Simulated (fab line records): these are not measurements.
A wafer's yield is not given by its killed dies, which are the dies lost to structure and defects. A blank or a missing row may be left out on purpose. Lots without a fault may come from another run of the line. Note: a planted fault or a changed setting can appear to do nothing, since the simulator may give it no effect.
Struck lot and sound lot, side by side -- flow sfq line -- 18 steps out of a route of 325
Sound: the wafers L124.1, L124.3, L124.6. Wafers L126.1, L126.3, L126.4 were the ones struck. The cause comes at the end.
Per side, at each step with rows, come the tool, then ch with its chambers, and then its first start. Under that, the readings that differ: sound wafers -- struck wafers -- difference of the means -- sigmas: that difference in standard deviations of wafers without a fault.
alike: same words and numbers on both sides, and readings whose means sit less than 2 such deviations apart. not compared: any withheld reading, any reading some wafer has no value for, any bound like >300 that may hide the same value, and any number with overlapping values for which the record gives no deviation.
A row with sigmas, a row that says differs or no value, or rows on one side alone: a step with any of these is where the two part. Numbers that don't overlap but have no deviation are shown without sigmas and don't part them. A reading that every wafer of one side lacks parts them only if that side has two wafers or more.

first, 3 steps without rows for these wafers: SFQ_TRILAYER_L0_LITHO_EXPOSE_006 (exposes mask L0, target cd 2000 nm); SFQ_TRILAYER_L0_LITHO_PEB_008 (peb time 60 s); SFQ_TRILAYER_L0_LITHO_DEVELOP_007 (time 60 s).
SFQ_TRILAYER_L0_BARC_OPEN_METAL_ETCH_010: etches BARC in O2, target depth 125 nm, time 41.7 s.
  sound on rie metal-03 ch 0,1, day 7 02:56; struck on rie metal-02 ch 0,1, day 7 11:20
reading,sound,struck,difference,sigmas
drypump motor current A (A),5.9 6.4 6.4,5.1 5.1 5.4,-1.0,-2
  alike: oes product au
  not compared: rf hours counter h
SFQ_TRILAYER_L0_ETCH_METAL_ETCH_008: etches MoNx KI in SF6/O2, stops on SiO2, target depth 50 nm, time 25 s.
  sound on rie metal-03 ch 0,1, day 7 02:59; struck on rie metal-02 ch 0,1, day 7 11:23
reading,sound,struck,difference,sigmas
drypump motor current A (A),6.0 6.4 6.4,5.1 5.1 5.4,-1.1,-2
  alike: oes product au
  not compared: rf hours counter h
SFQ_TRILAYER_L0_STRIP_STRIP_009: strips in O2.
  sound on rie metal-03 ch 0,1, day 7 03:02; struck on rie metal-02 ch 0,1, day 7 11:26
reading,sound,struck,difference,sigmas
drypump motor current A (A),6.0 6.4 6.4,5.1 5.1 5.4,-1.1,-3
  alike: oes product au
  not compared: rf hours counter h
then, 1 step without rows for these wafers: SFQ_TRILAYER_L0_STRIP_SOLV_CLEAN_010 (cleans in NMP, time 600 s).
SFQ_TRILAYER_L0_CAP_PECVD_011: deposits SiO2 from SiH4/N2O, time 13.333 s, target thk 60 nm.
  sound on pecvd-03 ch 0,2, day 7 03:49; struck on pecvd-04 ch 0,1,2, day 7 12:13
  alike: heater power w, throttle valve pct
then, 4 steps without rows for these wafers: SFQ_TRILAYER_L0_VIA_LITHO_COAT_018 (resist thk 62 nm); SFQ_TRILAYER_L0_VIA_LITHO_COAT_013 (resist thk 650 nm); SFQ_TRILAYER_L0_VIA_LITHO_SOFTBAKE_017; SFQ_TRILAYER_L0_VIA_LITHO_EXPOSE_014 (exposes mask L0V, target cd 700 nm).
-- the record jumps here: 4 days lie between the struck wafers' starts before and after --
SFQ_TRILAYER_L0_VIA_LITHO_PEB_016: peb time 60 s.
  sound on litho track-03 ch 0, day 10 20:22; struck on litho track-03 ch 0, day 11 04:46
  alike: exhaust pa, plate temp C
then, 1 step without rows for these wafers: SFQ_TRILAYER_L0_VIA_LITHO_DEVELOP_015 (time 60 s).
SFQ_L0V_OVL_MEAS_903:
  sound on overlay-02 at day 10 20:40; struck on overlay-02 at day 11 05:04
  alike: L0V_OVL
SFQ_TRILAYER_L0_VIA_BARC_OPEN_VIA_ETCH_021: etches BARC in O2, target depth 125 nm, time 41.7 s.
  sound on rie diel-03 ch 0,1,2, day 10 20:43; struck on rie diel-02 ch 0,1,2, day 11 05:07
reading,sound,struck,difference,sigmas
model.L0V.cd nm (nm),698.4 697.1 698.9,730.2 731.3 729.7,+32.3,
  alike: drypump motor current A, oes product au
  not compared: rf hours counter h
SFQ_TRILAYER_L0_VIA_ETCH_VIA_ETCH_016: etches SiO2 in CHF3, stops on MoNx KI, target depth 80 nm.
  sound on rie diel-03 ch 0,1,2, day 10 20:45; struck on rie diel-02 ch 0,1,2, day 11 05:09
reading,sound,struck,difference,sigmas
model.L0V.cd nm (nm),698.3 697.3 699.3,730.6 731 729.5,+32.1,
  alike: drypump motor current A, oes product au
SFQ_TRILAYER_L0_VIA_STRIP_STRIP_017: strips in O2.
  sound on rie metal-01 ch 1, day 10 20:47; struck on rie metal-03 ch 0, day 11 05:11
  alike: drypump motor current A, oes product au
  not compared: rf hours counter h

WHERE THEY PART
Last at SFQ_TRILAYER_L0_STRIP_STRIP_009 as far as this record goes, first at SFQ_TRILAYER_L0_BARC_OPEN_METAL_ETCH_010. Later steps at which nothing parts them and some readings are alike: SFQ_TRILAYER_L0_CAP_PECVD_011, SFQ_TRILAYER_L0_VIA_LITHO_PEB_016, SFQ_L0V_OVL_MEAS_903, SFQ_TRILAYER_L0_VIA_BARC_OPEN_VIA_ETCH_021, SFQ_TRILAYER_L0_VIA_ETCH_VIA_ETCH_016, SFQ_TRILAYER_L0_VIA_STRIP_STRIP_017.

WHY: what had been put in by the simulator
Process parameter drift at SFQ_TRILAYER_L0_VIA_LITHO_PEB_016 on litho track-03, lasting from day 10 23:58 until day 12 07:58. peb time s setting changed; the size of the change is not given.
